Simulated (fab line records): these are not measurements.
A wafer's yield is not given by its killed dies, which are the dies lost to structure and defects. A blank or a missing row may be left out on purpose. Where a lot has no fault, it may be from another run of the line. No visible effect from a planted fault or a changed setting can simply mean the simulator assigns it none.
Chamber matching    flow gf180mcu    cmp-02 running GF_STI_CMP_25: 4 sister chambers
The step polishes, stops on Si3N4, t overpolish 33 s, target thk 524.6 nm. 14 wafers are shown with their chamber, then 7 later ones without.

EACH WAFER AND ITS CHAMBER
wafer   chamber  motor-current-A (A)  time-to-endpoint-s (s)  overpolish-run-s (s)
L248.2  1        12.7                 118                     33.004
L248.3  0        12.3                 124                     32.993
L248.6  3        15.0                 128                     33.000
L259.2  1        12.7                 119                     33.001
L259.4  2        11.7                 121                     33.008
L259.6  1        12.9                 119                     33.012
L260.1  1        12.3                 126                     32.986
L260.2  2        11.8                 130                     33.002
L260.3  3        15.3                 134                     33.005
L262.1  1        13.1                 125                     33.014
L262.3  0        12.4                 130                     32.997
L262.5  2        12.3                 123                     32.987
L264.1  3        15.2                 130                     32.993
L264.4  2        12.3                 124                     33.007

SIGNATURES (means of the wafers above)
reading             chamber 0  chamber 1  chamber 2  chamber 3  scatter within a chamber
motor-current-A     12.350     12.740     12.025     15.167     0.267
time-to-endpoint-s  127.00     121.40     124.50     130.67     3.73
overpolish-run-s    32.99500   33.00340   33.00100   32.99933   0.00926
Rule: a wafer's distance from a chamber is the root of the sum, over the readings, of the square of ((its reading less the chamber's mean) divided by the reading's scatter). The wafer belongs to the nearest chamber; if the next one is less than 2 further off, it can't be placed. The scatter: the root of (the sum of the squares of (reading less its chamber's mean) over the shown wafers, divided by (wafers less chambers)).

WAFERS MISSING THEIR CHAMBER
wafer   motor-current-A (A)  time-to-endpoint-s (s)  overpolish-run-s (s)
L264.5  15.1                 132                     33.007
L266.1  12.7                 121                     32.991
L266.3  12.1                 127                     32.997
L266.6  14.9                 129                     33.013
L268.1  11.7                 121                     33.007
L268.2  12.8                 122                     33.021
L268.4  13.1                 122                     33.017

EACH ONE'S CHAMBER
wafer   from the rows above           in truth
L264.5  3                             3
L266.1  can't be placed: 1 or 0 or 2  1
L266.3  can't be placed: 2 or 0       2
L266.6  3                             3
L268.1  can't be placed: 2 or 0       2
L268.2  can't be placed: 1 or 0 or 2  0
L268.4  can't be placed: 1 or 0       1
Correct placement for 2 of the 7. These rows do not allow placing 5 (true chamber among the candidates in 5). 0 placed wrongly.
